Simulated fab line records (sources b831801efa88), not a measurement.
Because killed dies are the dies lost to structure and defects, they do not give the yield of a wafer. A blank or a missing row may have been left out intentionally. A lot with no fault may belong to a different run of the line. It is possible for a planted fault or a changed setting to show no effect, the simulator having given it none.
fab line records	flow sky130
record: lots: 6	wafers: 18	last-day: 49
route steps=708 shown METAL2@501 VIA2@507 PAD_OPEN@708
lots untouched by any fault: they come from a run of this same line in which no faults occurred
start-h: hours from the record's first day to the start of the lot's first wafer shown	wait-h: hours since the lot's step before	" the same as in the row above	L1.1+2: several wafers, shown together as one row	- either no value or no given start	* or withheld: withheld	< > ~ a bound
route shown NAME@n: a module of which the file shows steps, and the number in the route of the first	usual: the fault-free wafers' mean and standard deviation	same: alike in all rows	chamber/n: place in a boat	sites: per-site readings	_std_site: standard deviation of those values	_edge_site: outer sites' mean less inner sites'	radius-mm: for every site, how far away it sits from the centre of the wafer	mask NAME#n: copy n	behind: the tool/chamber that last shaped the wafer	hold: what put the lot on hold/how long, in hours/how the hold closed	device: which transistor (n, p or np) failed to switch	end of line: the route-end tests of the same wafers	a step with no rows: only its recipe	killed: dies that structure and defects cost at the first sort, which is not the same as the wafer's yield	map: the dies of a wafer, with x for killed, . for not killed, _ for no die there
set.NAME: the setting as run; set.NAME@STEP: as run at that earlier step	model.NAME: the simulator's own value behind a step, which no gauge read
certain route steps with their lots: each step a table, each wafer a row
services: a tool's chamber out of use, with start hour (start-h, from the record's first day; less than 0 if before it), hours out, and reason
== steps ==
step: SKY_METAL2_ETCH_18
recipe: chemistry: N2/H2	target: BARC	ion-energy-ev: 200	bias-w: 100	pressure-mtorr: 30	n2-flow-sccm: 100	h2-flow-sccm: 200	icp-w: 500	stop-on: SiO2	time-s: 45.9	target-depth-a: 600
usual: chamber-pressure-mTorr: 30.00/0.032	drypump-motor-current-A: 5.6/0.43	oes-product-au: 0.854/0.0049	throttle-valve-pct: 13.224/0.0085
lot.wafer	tool	chamber	start-h	wait-h	chamber-pressure-mTorr	drypump-motor-current-A	oes-product-au	rf-hours-counter-h	throttle-valve-pct
L921.3	rie-metal-04	1	818.87	0.0	29.98	5.9	0.848	-	13.226
L921.4	"	0	"	"	29.92	5.5	0.856	-	13.232
L921.6	"	0	"	"	29.96	5.5	0.860	-	13.207
L930.1	rie-metal-04	1	890.15	0.0	30.00	5.9	0.853	13	13.229
L930.3	"	1	"	"	29.99	6.0	0.852	-	13.239
L930.5	"	0	"	"	30.03	5.5	0.852	-	13.234
L934.1	rie-metal-01	0	918.80	0.0	30.01	6.0	0.857	15	13.222
L934.3	"	1	"	"	29.99	5.2	0.856	-	13.236
L934.6	"	1	"	"	30.08	5.2	0.858	-	13.219
L935.3	rie-metal-04	0	928.08	0.0	30.06	5.6	0.850	-	13.223
L935.4	"	1	"	"	29.97	5.9	0.847	-	13.220
L935.5	"	1	"	"	30.02	5.9	0.846	-	13.219
L938.1	rie-metal-01	1	965.46	0.0	29.97	5.2	0.852	16	13.238
L938.2	"	0	"	"	29.99	6.0	0.861	18	13.219
L938.4	"	1	"	"	30.03	5.3	0.852	-	13.215
L939.1	rie-metal-04	1	969.16	0.0	30.01	5.9	0.859	17	13.230
L939.2	"	0	"	"	30.04	5.6	0.847	10	13.245
L939.6	"	1	"	"	29.98	6.0	0.858	-	13.248
step: SKY_METAL2_METAL_ETCH_19
recipe: target-depth-a: 3600	stop-on: SiO2	over-etch-frac: 0.3	time-s: 78	chemistry: Cl2/BCl3	resist-sidewall-deg: 88	pressure-mtorr: 10	icp-w: 900	bias-w: 48.5	Cl2_flow_sccm: 60	bcl3-flow-sccm: 30
usual: chamber-pressure-mTorr: 9.999/0.0096	drypump-motor-current-A: 5.6/0.43	oes-product-au: 0.854/0.0055	throttle-valve-pct: 22.265/0.0086
lot.wafer	tool	chamber	start-h	wait-h	chamber-pressure-mTorr	drypump-motor-current-A	oes-product-au	rf-hours-counter-h	throttle-valve-pct
L921.3	rie-metal-04	1	818.95	0.1	9.993	5.9	0.849	-	22.257
L921.4	"	0	"	"	9.988	5.5	0.846	-	22.260
L921.6	"	0	"	"	9.992	5.5	0.844	-	22.258
L930.1	rie-metal-04	1	890.22	0.0	10.012	6.0	0.852	13	22.277
L930.3	"	1	"	"	9.997	6.0	0.863	-	22.263
L930.5	"	0	"	"	9.999	5.5	0.855	-	22.263
L934.1	rie-metal-01	0	918.87	0.0	10.000	6.0	0.860	15	22.257
L934.3	"	1	"	"	9.996	5.3	0.856	-	22.275
L934.6	"	1	"	"	10.003	5.3	0.862	-	22.277
L935.3	rie-metal-04	0	928.15	0.1	9.999	5.5	0.865	-	22.259
L935.4	"	1	"	"	9.997	5.9	0.849	-	22.267
L935.5	"	1	"	"	10.012	5.9	0.868	-	22.278
L938.1	rie-metal-01	1	965.52	0.0	9.991	5.2	0.856	16	22.264
L938.2	"	0	"	"	9.999	6.0	0.853	18	22.275
L938.4	"	1	"	"	9.990	5.3	0.864	-	22.270
L939.1	rie-metal-04	1	969.22	0.0	9.992	6.0	0.853	17	22.258
L939.2	"	0	"	"	10.000	5.6	0.854	10	22.277
L939.6	"	1	"	"	9.997	5.9	0.856	-	22.259
step: SKY_METAL2_STRIP_20
recipe: chemistry: O2/N2	power-w: 1400	pressure-mtorr: 1500	platen-temp-c: withheld	o2-flow-sccm: 3000	n2-flow-sccm: 300	overash-fraction: 0.5
usual: chamber-pressure-mTorr: 1500.2/1.4	drypump-motor-current-A: 5.8/0.47	oes-product-au: 0.340/0.0051	strip-time-to-endpoint-s: 2.65/0.056
lot.wafer	tool	chamber	start-h	wait-h	chamber-pressure-mTorr	drypump-motor-current-A	oes-product-au	rf-hours-counter-h	strip-time-to-endpoint-s
L921.3	plasma-asher-04	1	819.04	0.1	1499.8	5.3	0.347	-	2.60
L921.4	"	0	"	"	1499.1	5.4	0.344	-	2.63
L921.6	"	0	"	"	1499.4	5.4	0.349	-	2.63
L930.1	plasma-asher-01	1	890.31	0.1	1500.2	5.7	0.339	15	2.57
L930.3	"	0	"	"	1500.8	6.7	0.341	-	2.57
L930.5	"	1	"	"	1501.0	5.7	0.338	-	2.60
L934.1	plasma-asher-01	0	918.96	0.1	1502.5	6.7	0.342	18	2.68
L934.3	"	0	"	"	1501.9	6.7	0.349	-	2.69
L934.6	"	0	"	"	1500.3	6.7	0.335	-	2.64
L935.3	plasma-asher-02	1	928.24	0.1	1500.8	5.9	0.340	-	2.61
L935.4	"	0	"	"	1502.0	5.8	0.341	-	2.62
L935.5	"	1	"	"	1500.7	5.9	0.343	-	2.64
L938.1	plasma-asher-04	1	965.61	0.1	1500.0	5.3	0.349	115	2.71
L938.2	"	0	"	"	1501.5	5.3	0.335	115	2.69
L938.4	"	1	"	"	1502.9	5.3	0.341	-	2.69
L939.1	plasma-asher-04	0	969.31	0.1	1502.0	5.3	0.341	116	2.59
L939.2	"	1	"	"	1501.9	5.3	0.336	116	2.59
L939.6	"	0	"	"	1498.9	5.4	0.345	-	2.58
step: SKY_METAL2_STRIP_21
recipe: chemistry: post-etch-residue-remover	time-s: 1200	temp-c: 72.5
step: SKY_METAL2_CLEAN_22
recipe: chemistry: IPA	time-s: 180	temp-c: 25
step: SKY_METAL2_CLEAN_23
recipe: chemistry: O3/DIW	dry: n2-spin
step: SKY_VIA2_HDPCVD_00
recipe: material: SiO2	target-thk-nm: 1180	sigma-open-frac: 0.3	time-s: 196.7	temp-c: 400	sih4-flow-sccm: 60	pressure-mtorr: 6
step: SKY_VIA2_THK_MEAS_01
recipe: reads: SiO2_of_VIA2_HDPCVD_00
usual: VIA2_HDPCVD_THK: 1177/12
lot.wafer	tool	chamber	start-h	wait-h	VIA2_HDPCVD_THK[nm]
L921.3	film-metro-03	-	819.78	0.1	1192
L921.4	"	-	"	"	1191
L921.6	"	-	"	"	1187
L930.1	film-metro-02	-	891.13	0.1	1154
L930.3	"	-	"	"	1178
L930.5	"	-	"	"	1185
L934.1	film-metro-03	-	919.68	0.1	1179
L934.3	"	-	"	"	1188
L934.6	"	-	"	"	1193
L935.3	film-metro-03	-	929.07	0.1	1186
L935.4	"	-	"	"	1180
L935.5	"	-	"	"	1181
L938.1	film-metro-03	-	966.33	0.1	1182
L938.2	"	-	"	"	1189
L938.4	"	-	"	"	1183
L939.1	film-metro-01	-	970.03	0.1	1163
L939.2	"	-	"	"	1183
L939.6	"	-	"	"	1173
step: SKY_VIA2_CMP_02
recipe: material: SiO2	down-force-psi: 4	platen-rpm: 60	pad-velocity-m-s: 0.94248
usual: motor-current-A: 11.8/1.2
lot.wafer	tool	chamber	start-h	wait-h	motor-current-A
L921.4	cmp-02	2	819.87	0.1	12.7
L921.3	"	0	"	"	11.4
L921.6	"	2	"	"	12.8
L930.3	cmp-02	3	891.19	0.0	11.2
L930.1	"	2	"	"	12.7
L930.5	"	3	"	"	10.9
L934.3	cmp-01	3	919.74	0.0	12.5
L934.1	"	2	"	"	14.4
L934.6	"	3	"	"	12.0
L935.4	cmp-01	1	929.16	0.1	10.6
L935.3	"	2	"	"	14.2
L935.5	"	0	"	"	11.7
L938.1	cmp-02	1	966.44	0.1	10.8
L938.4	"	2	"	"	12.8
L938.2	"	3	"	"	11.6
L939.1	cmp-01	3	970.19	0.1	11.7
L939.2	"	0	"	"	11.6
L939.6	"	2	"	"	14.7
step: SKY_VIA2_BOW_MEAS_03
recipe: mode: bow
usual: VIA2_BOW: 86/7.6
lot.wafer	tool	chamber	start-h	wait-h	VIA2_BOW[um]
L921.3	film-metro-02	-	820.16	0.1	78
L921.4	"	-	"	"	90
L921.6	"	-	"	"	88
L930.1	film-metro-01	-	891.52	0.1	85
L930.3	"	-	"	"	92
L930.5	"	-	"	"	83
L934.1	film-metro-02	-	920.04	0.1	89
L934.3	"	-	"	"	86
L934.6	"	-	"	"	74
L935.3	film-metro-02	-	929.45	0.2	79
L935.4	"	-	"	"	91
L935.5	"	-	"	"	92
L938.1	film-metro-02	-	966.69	0.2	96
L938.2	"	-	"	"	87
L938.4	"	-	"	"	83
L939.1	film-metro-03	-	970.39	0.1	89
L939.2	"	-	"	"	93
L939.6	"	-	"	"	84
step: SKY_VIA2_DEHYDRATE_04
recipe: temp-c: 200	time-s: 60
step: SKY_VIA2_HMDS_05
recipe: prime-time-s: 60	prime-temp-c: 120
step: SKY_VIA2_COAT_06
recipe: resist: BARC	temp-c: withheld	time-s: withheld	spin-rpm: 3000	resist-thk-nm: 60
usual: spin-speed-rpm: 3000.2/2.1
lot.wafer	tool	chamber	start-h	wait-h	spin-speed-rpm
L921.3	litho-track-04	0	832.20	0.1	2995.3
L921.4	"	0	"	"	2999.2
L921.6	"	0	"	"	3003.3
L930.1	litho-track-02	0	903.87	0.1	2996.8
L930.3	"	0	"	"	2996.5
L930.5	"	0	"	"	3000.2
L934.1	litho-track-02	0	931.97	0.1	3067.9
L934.3	"	0	"	"	3066.7
L934.6	"	0	"	"	3063.1
L935.3	litho-track-02	0	940.62	0.1	3066.4
L935.4	"	0	"	"	3067.0
L935.5	"	0	"	"	3064.2
L938.1	litho-track-04	0	979.00	0.1	3003.4
L938.2	"	0	"	"	3002.0
L938.4	"	0	"	"	3000.7
L939.1	litho-track-04	0	982.95	0.1	3004.6
L939.2	"	0	"	"	2998.0
L939.6	"	0	"	"	2995.4
step: SKY_VIA2_COAT_07
recipe: resist: KrF-thick	spin-rpm: 3000	resist-thk-nm: 450
step: SKY_VIA2_SOFTBAKE_08
recipe: temp-c: 100	time-s: 90	resist: KrF-thick
step: SKY_VIA2_EXPOSE_09
recipe: mask-id: VIM2	na: 0.8	source-shape: annular	sigma-inner: 0.55	sigma-outer: 0.85	target-cd-nm: 200	dose-mj: 38
step: SKY_VIA2_PEB_10
recipe: peb-temp-c: withheld	peb-time-s: withheld	resist: KrF-thick
step: SKY_VIA2_DEVELOP_11
recipe: develop-time-s: 60	resist: KrF-thick	dev-temp-c: 21
step: SKY_VIA2_CD_MEAS_12
recipe: target-cd-nm: 200
usual: cd-nm: 199.6/1.3
lot.wafer	tool	chamber	start-h	wait-h	cd-nm
L921.3	cd-sem-01	-	845.83	-	200.5
L921.4	"	-	"	"	201.4
L921.6	"	-	"	"	199.6
L930.1	cd-sem-02	-	916.19	-	199.0
L930.3	"	-	"	"	199.6
L930.5	"	-	"	"	198.7
L934.1	cd-sem-02	-	944.29	-	201.5
L934.3	"	-	"	"	202.0
L934.6	"	-	"	"	200.8
L935.3	cd-sem-01	-	954.19	-	200.9
L935.4	"	-	"	"	200.4
L935.5	"	-	"	"	199.5
L938.1	cd-sem-01	-	990.39	-	197.7
L938.2	"	-	"	"	198.9
L938.4	"	-	"	"	197.0
L939.1	cd-sem-02	-	994.74	-	198.3
L939.2	"	-	"	"	199.0
L939.6	"	-	"	"	197.7
step: SKY_VIA2_OVL_MEAS_13
usual: VIA2_OVL: -2/5.7
lot.wafer	tool	chamber	start-h	wait-h	VIA2_OVL[nm]
L921.3	overlay-02	-	845.92	0.1	-1
L921.4	"	-	"	"	7
L921.6	"	-	"	"	7
L930.1	overlay-01	-	916.31	0.1	11
L930.3	"	-	"	"	5
L930.5	"	-	"	"	8
L934.1	overlay-02	-	944.41	0.1	-7
L934.3	"	-	"	"	-4
L934.6	"	-	"	"	1
L935.3	overlay-01	-	954.28	0.1	-5
L935.4	"	-	"	"	-1
L935.5	"	-	"	"	2
L938.1	overlay-02	-	990.51	0.1	-8
L938.2	"	-	"	"	-1
L938.4	"	-	"	"	4
L939.1	overlay-01	-	994.86	0.1	-3
L939.2	"	-	"	"	1
L939.6	"	-	"	"	2
step: SKY_VIA2_ETCH_14
recipe: chemistry: N2/H2	target: BARC	ion-energy-ev: 200	source-w: 500	bias-w: 100	pressure-mtorr: 30	n2-flow-sccm: 100	h2-flow-sccm: 200	stop-on: SiO2	time-s: 45.9	target-depth-a: 600
usual: chamber-pressure-mTorr: 29.999/0.026	drypump-motor-current-A: 5.5/0.35	oes-product-au: 0.855/0.0044	throttle-valve-pct: 13.226/0.0096
lot.wafer	tool	chamber	start-h	wait-h	chamber-pressure-mTorr	drypump-motor-current-A	oes-product-au	rf-hours-counter-h	throttle-valve-pct	model.etch.depth-nm
L921.3	rie-diel-01	0	845.95	0.0	29.994	5.2	0.851	14	13.216	60.03
L921.4	"	1	"	"	30.047	5.2	0.850	14	13.231	60.06
L921.6	"	0	"	"	29.985	5.2	0.854	-	13.235	59.93
L930.1	rie-diel-02	1	916.35	0.0	29.973	5.2	0.849	4	13.230	60.26
L930.3	"	3	"	"	29.962	5.9	0.850	8	13.229	60.09
L930.5	"	0	"	"	30.045	5.3	0.864	-	13.226	60.18
L934.1	rie-diel-01	2	944.45	0.0	30.011	5.1	0.853	12	13.212	59.44
L934.3	"	0	"	"	29.984	5.2	0.856	18	13.234	59.59
L934.6	"	1	"	"	29.995	5.2	0.846	-	13.236	59.47
L935.3	rie-diel-02	1	954.30	0.0	30.045	5.2	0.849	5	13.226	59.72
L935.4	"	1	"	"	29.998	5.2	0.853	-	13.247	59.69
L935.5	"	0	"	"	29.987	5.3	0.847	-	13.210	59.57
L938.1	rie-diel-03	2	990.55	0.0	30.032	6.0	0.853	7	13.222	59.87
L938.2	"	3	"	"	30.015	5.9	0.856	6	13.220	59.87
L938.4	"	0	"	"	29.994	5.1	0.853	11	13.224	59.77
L939.1	rie-diel-03	1	994.90	0.0	29.975	5.7	0.854	24	13.220	59.76
L939.2	"	2	"	"	30.009	6.0	0.858	7	13.212	59.97
L939.6	"	0	"	"	29.997	5.1	0.852	-	13.219	59.98
step: SKY_VIA2_ETCH_15
recipe: target: SiO2	chemistry: C4F8/O2/Ar	target-depth-nm: 546	stop-on: TiN	mask-material: KrF-thick	source-w: 1500	bias-w: 1200	pressure-mtorr: 40	c4f8-flow-sccm: withheld	O2_flow_sccm: 6	Ar_flow_sccm: 300	time-s: 84
usual: chamber-pressure-mTorr: 40.00/0.041	oes-product-au: 0.940/0.0044
lot.wafer	tool	chamber	start-h	wait-h	chamber-pressure-mTorr	oes-product-au	rf-hours-counter-h
L921.3	rie-diel-01	0	845.99	0.0	40.06	0.943	14
L921.4	"	1	"	"	40.04	0.946	14
L921.6	"	0	"	"	40.08	0.947	-
L930.1	rie-diel-02	1	916.39	0.0	40.00	0.932	4
L930.3	"	3	"	"	40.01	0.933	8
L930.5	"	0	"	"	39.91	0.942	-
L934.1	rie-diel-01	2	944.49	0.0	39.99	0.946	12
L934.3	"	0	"	"	40.00	0.939	18
L934.6	"	1	"	"	40.05	0.948	-
L935.3	rie-diel-02	1	954.35	0.0	40.05	0.936	5
L935.4	"	1	"	"	39.98	0.933	-
L935.5	"	0	"	"	40.10	0.940	-
L938.1	rie-diel-03	2	990.59	0.0	40.08	0.942	7
L938.2	"	3	"	"	39.95	0.937	6
L938.4	"	0	"	"	39.98	0.939	11
L939.1	rie-diel-03	1	994.94	0.0	40.02	0.950	24
L939.2	"	2	"	"	39.92	0.935	7
L939.6	"	0	"	"	40.02	0.942	-
step: SKY_PAD_OPEN_PROBE_99
usual: defect-limited-yield: 82.3/2.1	killed_at_M0_to_M3: 44/7.2	killed_at_M4_up: 3.1/1.7	killed-at-contacts: 24/5.2	killed-at-front-end: 15/4.1	killed-at-other: 0.3/0.61	killed-dies: 87/10	killed-open: 48/7.5	killed-short: 39/6.6	sort_bin_3_pad_short: 0.8/0.39	sort_bin_5_function: 10.4/1.7	sort_bin_6_memory: 6.5/1.1	sort-n-pass: 405/10	sort-yield-pct: 82.3/2.1
same: gross-dies: 492	killed-at-back-side: 0	sort_bin_4_leakage[%]: 0	sort_bin_8_speed[%]: 0
lot.wafer	tool	chamber	start-h	wait-h	defect-limited-yield[%]	killed_at_M0_to_M3	killed_at_M4_up	killed-at-contacts	killed-at-front-end	killed-at-other	killed-dies	killed-open	killed-short	sort_bin_3_pad_short[%]	sort_bin_5_function[%]	sort_bin_6_memory[%]	sort-n-pass	sort-yield-pct[%]
L934.1	prober-01	-	1149.39	0.1	80.1	47	3	26	21	1	98	56	42	1.2	12.0	6.7	394	80.1
L934.3	prober-01	-	1149.49	0.2	80.9	46	4	23	21	0	94	48	45	0.8	10.4	7.9	398	80.9
L934.6	prober-01	-	1149.64	0.2	84.3	41	7	22	7	0	77	44	31	0.2	9.6	5.9	415	84.3
killed by level:class
L934.1 VIA1:geometric-particle:open=19 CONTACT:geometric-particle:open=8 POLY_GATE:geometric-particle:open=7 LI_CONTACT:geometric-particle:open=7 FIELD_ISO:geometric-particle:open=6 METAL1:geometric-particle:short=6 METAL2:geometric-particle:short=5 LOCAL_INTERCONNECT:geometric-particle:short=5
L934.3 LI_CONTACT:geometric-particle:open=10 VIA1:geometric-particle:open=8 METAL1:geometric-particle:short=7 CONTACT:geometric-particle:open=6 FIELD_ISO:geometric-particle:open=5 POLY_GATE:geometric-particle:open=5 POLY_GATE:geometric-particle:short=5 VIA1:geometric-particle:short=5
L934.6 VIA1:geometric-particle:open=14 LI_CONTACT:geometric-particle:open=10 VIA3:geometric-particle:open=6 CONTACT:geometric-particle:open=5 METAL4:geometric-particle:short=5 LOCAL_INTERCONNECT:geometric-particle:short=4 METAL3:geometric-particle:short=4 VIA1:geometric-particle:short=4
== services ==
tool	chamber	start-h	hours	kind
rie-diel-01	1	800.78	4.7	repair
rie-metal-01	-	821.56	0.4	repair
cmp-02	-	828.45	0.5	repair
cmp-01	-	843.13	0.5	repair
cmp-02	-	849.14	1.7	repair
cmp-02	-	854.61	1.8	repair
rie-diel-02	0	872.48	1.3	repair
rie-diel-02	1	881.13	3.4	repair
rie-metal-04	-	884.22	2.8	pm
rie-metal-01	-	890.63	2.8	pm
rie-diel-02	2	902.98	2.7	repair
cmp-01	-	906.92	6.5	repair
rie-diel-02	2	908.44	32.3	repair
rie-diel-03	2	912.22	7.2	repair
cmp-01	-	913.43	4.0	pm
rie-diel-02	1	922.87	1.2	repair
rie-metal-01	-	925.09	1.0	repair
rie-diel-01	3	931.31	23.7	repair
plasma-asher-04	-	932.23	0.7	repair
rie-diel-02	3	943.60	7.1	repair
cmp-01	-	955.08	1.2	repair
rie-diel-01	0	956.89	9.9	repair
rie-diel-01	-	974.10	2.8	pm
rie-diel-01	2	984.63	15.8	repair
== key ==
first-sign: step: SKY_VIA2_COAT_06	reading: spin-speed-rpm	direction: up	sigmas: 32	usual: 3000.2	struck: 3065.9
effect none on later readings
model-effect: step: SKY_VIA2_ETCH_14	value: etch.depth-nm	without: 60.22	struck: 59.58
met-at SKY_VIA2_COAT_06
struck-wafers L934.1,L934.3,L934.6,L935.3,L935.4,L935.5
onset-between 903.87 931.97
fault: kind: process-parameter-drift	tool: litho-track-02	chamber: -	onset-h: 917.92	steps: SKY_VIA2_COAT_06	channel: spin-rpm	offset: 64.631	shape: step	end-h: 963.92	acts-in: these-recipes-only	stated: 3000
